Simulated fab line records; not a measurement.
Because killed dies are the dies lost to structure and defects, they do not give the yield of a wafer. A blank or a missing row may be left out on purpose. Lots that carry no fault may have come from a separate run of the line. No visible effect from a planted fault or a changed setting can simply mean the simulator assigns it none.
Struck lot and sound lot, side by side / flow gf180mcu / 43 out of 602 route steps
Sound: these wafers, L904.1, L904.2, L904.4. The struck wafers were L894.1, L894.2, L894.4. The cause is named last.
Each step with rows lists, per side, the tool, then ch with its chambers, then its first start. Under that, the readings that differ: sound wafers / struck wafers / difference of the means / sigmas: that difference in standard deviations of wafers without a fault.
alike: readings whose means differ by less than 2 such deviations, and words and numbers that are the same on both sides. not compared: withheld readings, readings that some wafer has no value for, bounds like >300 that may hide the same value, and numbers for which the record gives no deviation and whose values overlap.
The two part at a step that has a row with sigmas, a row that says differs or no value, or rows on one side only. Non-overlapping numbers with no deviation appear without sigmas and do not part them. A reading that every wafer of one side lacks parts them only if that side has two wafers or more.

first, 1 step without rows for these wafers: GF_NWELL_IMPLANT_09.
GF_NWELL_STRIP_10: strips in O2/N2.
  sound on plasma asher-03 ch 0,1, day 7 11:46; struck on plasma asher-02 ch 0,1, day 5 08:32
  alike: drypump motor current A, heater power w, oes product au, strip time to endpoint s
  not compared: rf hours counter h
GF_NWELL_TW_MEAS_11:
  sound: film metro-02 at day 7 11:52; struck: film metro-01 at day 5 08:38
  alike: NWELL_TW
then, 7 steps without rows for these wafers: GF_LVPWELL_DEHYDRATE_00 (time 60 s); GF_LVPWELL_HMDS_01 (prime time 60 s); GF_LVPWELL_COAT_02 (resist thk 3000 nm); GF_LVPWELL_SOFTBAKE_03; GF_LVPWELL_EXPOSE_04 (exposes mask LVPWELL, target cd 600 nm); GF_LVPWELL_PEB_05; GF_LVPWELL_DEVELOP_06 (develop time 60 s).
GF_LVPWELL_OVL_MEAS_07:
  sound: overlay-02 at day 8 03:27; struck: overlay-01 at day 5 22:53
  alike: LVPWELL_OVL
next, for these wafers, 1 step has no rows: GF_LVPWELL_IMPLANT_08.
GF_LVPWELL_IMPLANT_09:
  struck on implanter-02, day 5 23:04; sound on implanter-02 ch 0, day 8 03:38
  no value came back on the struck wafers for beam energy keV, beam on s (s); on the sound wafers beam energy keV reads 60.003 59.996 60.000
GF_LVPWELL_STRIP_10: strips in O2/N2.
  sound on plasma asher-02 ch 0,1, day 8 03:47; struck on plasma asher-04 ch 0,1, day 5 23:13
reading=heater power w (W); sound=363 361 363; struck=284 316 294; difference=-64; sigmas=-2
  alike: drypump motor current A, oes product au, strip time to endpoint s
  not compared: rf hours counter h
GF_LVPWELL_TW_MEAS_11:
  sound: film metro-04 at day 8 03:53; struck: film metro-02 at day 5 23:19
reading=LVPWELL_TW; sound=562 560 562; struck=523 519 525; difference=-39; sigmas=-12
then, 7 steps without rows for these wafers: GF_MVSD_DEHYDRATE_00 (time 60 s); GF_MVSD_HMDS_01 (prime time 60 s); GF_MVSD_COAT_02 (resist thk 3000 nm); GF_MVSD_SOFTBAKE_03; GF_MVSD_EXPOSE_04 (exposes mask MVSD, target cd 1000 nm); GF_MVSD_PEB_05; GF_MVSD_DEVELOP_06 (develop time 60 s).
GF_MVSD_OVL_MEAS_07:
  sound: overlay-01 at day 8 20:01; struck: overlay-01 at day 6 13:46
reading=MVSD_OVL (nm); sound=-1.2 -0.1 -0.6; struck=2.5 1.4 3.0; difference=+2.9; sigmas=+2
then, 2 steps without rows for these wafers: GF_MVSD_IMPLANT_08; GF_MVSD_IMPLANT_09.
GF_MVSD_STRIP_10: strips in O2/N2.
  sound on plasma asher-03 ch 0,1, day 8 20:21; struck on plasma asher-03 ch 0,1, day 6 14:07
  alike: drypump motor current A, heater power w, oes product au, strip time to endpoint s
  not compared: rf hours counter h
GF_MVSD_TW_MEAS_11:
  sound: film metro-04 at day 8 20:27; struck: film metro-01 at day 6 14:13
  alike: MVSD_TW
then, 7 steps without rows for these wafers: GF_MVPSD_DEHYDRATE_00 (time 60 s); GF_MVPSD_HMDS_01 (prime time 60 s); GF_MVPSD_COAT_02 (resist thk 3000 nm); GF_MVPSD_SOFTBAKE_03; GF_MVPSD_EXPOSE_04 (exposes mask MVPSD, target cd 1000 nm); GF_MVPSD_PEB_05; GF_MVPSD_DEVELOP_06 (develop time 60 s).
GF_MVPSD_OVL_MEAS_07:
  sound: overlay-01 at day 9 13:09; struck: overlay-01 at day 7 05:00
  alike: MVPSD_OVL
then, 2 steps without rows for these wafers: GF_MVPSD_IMPLANT_08; GF_MVPSD_IMPLANT_09.
GF_MVPSD_STRIP_10: strips in O2/N2.
  sound on plasma asher-03 ch 0,1, day 9 13:29; struck on plasma asher-04 ch 0,1, day 7 05:20
  alike: drypump motor current A, heater power w, oes product au, strip time to endpoint s
  not compared: rf hours counter h
GF_MVPSD_TW_MEAS_11:
  sound: film metro-01 at day 9 13:35; struck: film metro-01 at day 7 05:26
  alike: MVPSD_TW
then, 3 steps without rows for these wafers: GF_VT_IMPLANT_DEHYDRATE_00 (time 60 s); GF_VT_IMPLANT_HMDS_01 (prime time 60 s); GF_VT_IMPLANT_COAT_02 (resist thk 1000 nm).
-- the record jumps here: 3 days lie between the struck wafers' starts before and after --
GF_VT_IMPLANT_RS_MEAS_48: measurement is done with a four-point probe.
  sound: film metro-02 at day 12 14:56; struck: film metro-04 at day 10 01:36
reading=LVPWELL_RS (ohm/sq); sound=1196 1195 1195; struck=1539 1541 1541; difference=+345; sigmas=+99 or more

== WHERE THEY PART ==
Last at GF_VT_IMPLANT_RS_MEAS_48 as far as this record goes, first at GF_LVPWELL_IMPLANT_09.

WHY: what the simulator had put in
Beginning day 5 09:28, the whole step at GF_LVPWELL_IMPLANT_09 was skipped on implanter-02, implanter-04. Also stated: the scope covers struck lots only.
